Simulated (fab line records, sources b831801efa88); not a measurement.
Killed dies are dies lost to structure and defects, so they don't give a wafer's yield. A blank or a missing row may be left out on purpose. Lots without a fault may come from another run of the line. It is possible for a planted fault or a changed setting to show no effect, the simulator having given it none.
What tool caused it?	flow gf180mcu	18 wafers from 6 lots sampled at 4 of the route's 602 steps

## WHAT THE GAUGES SHOWED, per wafer
GF_PASSIVATION_BOW_MEAS_14.
lot	measured	on	PASSIVATION_BOW (um)
L403	day 29 13:44	film-metro-03	135 141 137
L407	day 30 16:48	film-metro-03	146 148 150
L411	day 31 17:12	film-metro-03	156 160 159
L413	day 32 04:14	film-metro-03	129 132 126
L417	day 33 07:01	film-metro-02	123 140 143
L423	day 34 12:33	film-metro-04	123 139 125

## TOOL THAT RAN EACH LOT (tool first, then ch and the chambers of the sampled wafers, then the start)
lot	GF_M1_SOFTBAKE_10	GF_TOP_METAL_SPUTTER_00	GF_TOP_METAL_SPUTTER_01
L403	litho-track-03 ch 0, day 17 03:46	pvd-sputter-01, day 27 19:21	pvd-sputter-01, day 27 19:28
L407	litho-track-04 ch 0, day 18 14:41	pvd-sputter-04, day 28 23:53	pvd-sputter-04, day 28 23:59
L411	litho-track-03 ch 0, day 20 02:25	pvd-sputter-04, day 30 03:00	pvd-sputter-04, day 30 03:06
L413	litho-track-04 ch 0, day 20 16:49	pvd-sputter-04, day 30 13:38	pvd-sputter-04, day 30 13:44
L417	litho-track-04 ch 0, day 22 05:52	pvd-sputter-01, day 31 19:08	pvd-sputter-01, day 31 19:14
L423	litho-track-03 ch 0, day 24 00:29	pvd-sputter-01, day 33 03:13	pvd-sputter-01, day 33 03:19
- GF_M1_SOFTBAKE_10: time 60 s.
- GF_TOP_METAL_SPUTTER_00: material Ti, target thk 37.5 nm, time 150 s.
- GF_TOP_METAL_SPUTTER_01: material TiN, target thk 30 nm, time 25 s.

## THE ANSWER, worked out from the rows above alone
Rule: usual is defined by the lots themselves. Put in order of their means at a reading, lots are off if they are a third of the lots or fewer, leave a main group of 4 or more, and stand apart from it by a gap of 3 or more times the standard deviation of the main group's means; of several such gaps the widest counts. Not used: any main group whose means are identical at the precision the tables above print for the reading. A lot without any number at a reading at which 4 lots or more have one is off too. The other lots that the step has rows for count as sound.
No lot is off on any of the readings shown, so nothing can be concluded from this.

## WHAT WAS PUT IN BY THE SIMULATOR
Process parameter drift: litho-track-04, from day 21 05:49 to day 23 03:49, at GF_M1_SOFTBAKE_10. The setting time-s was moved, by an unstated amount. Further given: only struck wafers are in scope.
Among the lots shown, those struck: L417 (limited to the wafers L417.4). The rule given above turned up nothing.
